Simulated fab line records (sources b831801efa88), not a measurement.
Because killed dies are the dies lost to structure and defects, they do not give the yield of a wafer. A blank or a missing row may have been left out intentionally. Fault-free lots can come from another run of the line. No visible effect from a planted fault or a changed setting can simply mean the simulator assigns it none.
Matching of chambers | flow sky130 | cmp-01 running SKY_LI_CONTACT_CMP_24: 4 sister chambers
The step polishes, stops on PSG, t overpolish 20 s, target thk 0 nm. 4 wafers are shown with their chamber, then 12 later ones without.

== EACH WAFER AND ITS CHAMBER ==
wafer  | chamber | motorCurrentA (A)
L089.5 | 0       | 12.1
L091.4 | 2       | 12.1
L094.3 | 1       | 10.2
L094.5 | 3       | 11.5

== WAFERS WITHOUT THEIR CHAMBER ==
wafer  | motorCurrentA (A)
L090.1 | 9.7
L090.3 | 11.3
L090.4 | 12.2
L095.4 | 12.6
L095.5 | 10.6
L095.6 | 12.5
L097.1 | 10.1
L097.3 | 12.1
L097.4 | 12.2
L096.1 | 12.0
L096.2 | 12.6
L096.4 | 9.7

== THE CHAMBER EACH PASSED THROUGH ==
wafer  | from the rows above          | in truth
L090.1 | 1                            | 1
L090.3 | can't be placed: 3 or 0 or 2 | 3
L090.4 | can't be placed: 0 or 2 or 3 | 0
L095.4 | can't be placed: 0 or 2 or 3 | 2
L095.5 | can't be placed: 1 or 3      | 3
L095.6 | can't be placed: 0 or 2 or 3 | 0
L097.1 | 1                            | 1
L097.3 | can't be placed: 0 or 2 or 3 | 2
L097.4 | can't be placed: 0 or 2 or 3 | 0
L096.1 | can't be placed: 0 or 2 or 3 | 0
L096.2 | can't be placed: 0 or 2 or 3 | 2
L096.4 | 1                            | 1
Correctly placed: 3 of 12. Unplaceable from these rows: 9, with the true chamber sitting among the candidates in 9. Placed wrongly: 0.
How it was worked out, from the rows above alone: a wafer's distance from a chamber is the root of the sum, over the readings, of the square of ((its reading less the chamber's mean) divided by the reading's scatter). The wafer belongs to the nearest chamber; if the next one is less than 2 further off, it can't be placed. A chamber's mean is the mean of its shown wafers. The scatter (one wafer shown for each chamber): square how far every hidden wafer sits from the nearest shown wafer, average those squares and take the square root.
